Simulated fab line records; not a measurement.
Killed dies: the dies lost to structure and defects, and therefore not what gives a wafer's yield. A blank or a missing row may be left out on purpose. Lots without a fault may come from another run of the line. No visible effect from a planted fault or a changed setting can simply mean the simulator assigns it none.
A lot that was struck, set against a sound lot :: flow sky130 :: 43 out of 708 route steps
Sound: wafers L513.3, L513.4, L513.5. Struck: wafers L524.1, L524.4 (left out: L524.5, a lot-mate that was not struck); the cause follows at the end.
At each step with rows: each side's tool, then ch and its chambers, then its first start. Under that, the readings that differ: sound wafers :: struck wafers :: difference of the means :: sigmas: that difference in standard deviations of wafers without a fault.
alike: words and numbers the same on both sides, and readings whose means are apart by under 2 such deviations; not compared: readings that were withheld, readings missing a value for some wafer, numbers with overlapping values and no deviation given by the record, and bounds like >300 which may hide the same value.
A row with sigmas, a row that says differs or no value, or rows on one side alone: a step with any of these is where the two part. Numbers that don't overlap but have no deviation are shown without sigmas and don't part them. A reading missing from all wafers of one side parts the sides only when that side holds two or more wafers.

first, 1 step without rows for these wafers: SKY_LDD_HVN_IMPLANT_08.
SKY_LDD_HVN_STRIP_09: strips in O2/N2.
  sound on plasma-asher-02 ch 0,1, day 21 22:29; struck on plasma-asher-02 ch 0, day 25 20:12
  alike: drypump-motor-current-A, oes-product-au, strip-time-to-endpoint-s
  not compared: rf-hours-counter-h
SKY_LDD_HVN_TW_MEAS_10:
  sound on film-metro-01, day 21 22:35; struck on film-metro-01, day 25 20:18
  alike: LDD_HVN_TW
then, 7 steps without rows for these wafers: SKY_LDD_HVP_DEHYDRATE_00 (time 60 s); SKY_LDD_HVP_HMDS_01 (prime time 60 s); SKY_LDD_HVP_COAT_02 (resist thk 300 nm); SKY_LDD_HVP_SOFTBAKE_03 (time 60 s); SKY_LDD_HVP_EXPOSE_04 (exposes mask HVPTM, target cd 700 nm); SKY_LDD_HVP_PEB_05; SKY_LDD_HVP_DEVELOP_06 (develop time 60 s).
SKY_LDD_HVP_OVL_MEAS_07:
  sound on overlay-01, day 23 04:39; struck on overlay-02, day 27 00:14
  alike: LDD_HVP_OVL
following that, these wafers have no rows for 1 step: SKY_LDD_HVP_IMPLANT_08.
SKY_LDD_HVP_STRIP_09: strips in O2/N2.
  sound on plasma-asher-01 ch 0,1, day 23 04:52; struck on plasma-asher-02 ch 1, day 27 00:25
  alike: drypump-motor-current-A, oes-product-au, strip-time-to-endpoint-s
  not compared: rf-hours-counter-h
SKY_LDD_HVP_TW_MEAS_10:
  sound on film-metro-04, day 23 04:57; struck on film-metro-04, day 27 00:31
  alike: LDD_HVP_TW
then, 7 steps without rows for these wafers: SKY_LDD_LDN_DEHYDRATE_00 (time 60 s); SKY_LDD_LDN_HMDS_01 (prime time 60 s); SKY_LDD_LDN_COAT_02 (resist thk 1140 nm); SKY_LDD_LDN_SOFTBAKE_03 (time 60 s); SKY_LDD_LDN_EXPOSE_04 (exposes mask LDNTM, target cd 700 nm); SKY_LDD_LDN_PEB_05; SKY_LDD_LDN_DEVELOP_06 (develop time 60 s).
SKY_LDD_LDN_OVL_MEAS_07:
  sound on overlay-02, day 24 09:50; struck on overlay-01, day 28 04:46
  alike: LDD_LDN_OVL
then, 4 steps without rows for these wafers: SKY_LDD_LDN_IMPLANT_08; SKY_LDD_LDN_IMPLANT_09; SKY_LDD_LDN_IMPLANT_10; SKY_LDD_LDN_IMPLANT_11.
SKY_LDD_LDN_STRIP_12: strips in O2/N2.
  sound on plasma-asher-04 ch 0,1, day 24 10:30; struck on plasma-asher-04 ch 0, day 28 05:25
  alike: drypump-motor-current-A, oes-product-au, strip-time-to-endpoint-s
  not compared: rf-hours-counter-h
SKY_LDD_LDN_TW_MEAS_13:
  sound on film-metro-02, day 24 10:35; struck on film-metro-04, day 28 05:31
  alike: LDD_LDN_TW
then, 2 steps without rows for these wafers: SKY_LDD_LDN_CLEAN_14 (cleans in SC1/SC2, time 150 s); SKY_SPACER_CVD_00 (deposits Si3N4 from DCS/NH3, target thk 43.1 nm, time 740 s).
SKY_SPACER_THK_MEAS_01:
  sound on film-metro-01, day 24 11:54; struck on film-metro-02, day 28 06:52
reading: SPACER_CVD_00_THK (nm)
sound: 43.5 43.3 43.5
struck: 42.2 42.5
difference: -1.1
sigmas: -3
SKY_SPACER_ETCHBACK_02: etches Si3N4 in CH3F/O2, stops on SiO2, time 46.7 s, target depth 45 nm.
  sound on rie-diel-04 ch 0,1,2, day 24 11:56; struck on rie-diel-04 ch 0, day 28 06:56
  alike: drypump-motor-current-A, oes-product-au, throttle-valve-pct
  not compared: rf-hours-counter-h
then, 8 steps without rows for these wafers: SKY_POLY_CUT_DEHYDRATE_00 (time 60 s); SKY_POLY_CUT_HMDS_01 (prime time 60 s); SKY_POLY_CUT_COAT_02 (resist thk 60 nm); SKY_POLY_CUT_COAT_03 (resist thk 450 nm); SKY_POLY_CUT_SOFTBAKE_04 (time 90 s); SKY_POLY_CUT_EXPOSE_05 (exposes mask NPCM, target cd 270 nm); SKY_POLY_CUT_PEB_06; SKY_POLY_CUT_DEVELOP_07 (develop time 60 s).
SKY_POLY_CUT_CD_MEAS_08: the cd target is 270 nm.
  sound on cd-sem-01, day 25 17:04; struck on cd-sem-02, day 29 11:34
  alike: cd-nm
SKY_POLY_CUT_OVL_MEAS_09:
  sound on overlay-01, day 25 17:10; struck on overlay-01, day 29 11:41
  alike: POLY_CUT_OVL
-- a jump in the record: the struck wafers' starts before and after are 20 days apart (it breaks off in module POLY_CUT and resumes in module PAD_OPEN, where the first step shown is number 708 of the route) --
SKY_PAD_OPEN_PROBE_99:
  record: rows for the struck wafers here (prober-01, day 49 13:29), none for the sound ones

## WHERE THEY PART
Last at SKY_PAD_OPEN_PROBE_99 as far as this record goes, first at SKY_SPACER_THK_MEAS_01.

WHY: what had been put in by the simulator
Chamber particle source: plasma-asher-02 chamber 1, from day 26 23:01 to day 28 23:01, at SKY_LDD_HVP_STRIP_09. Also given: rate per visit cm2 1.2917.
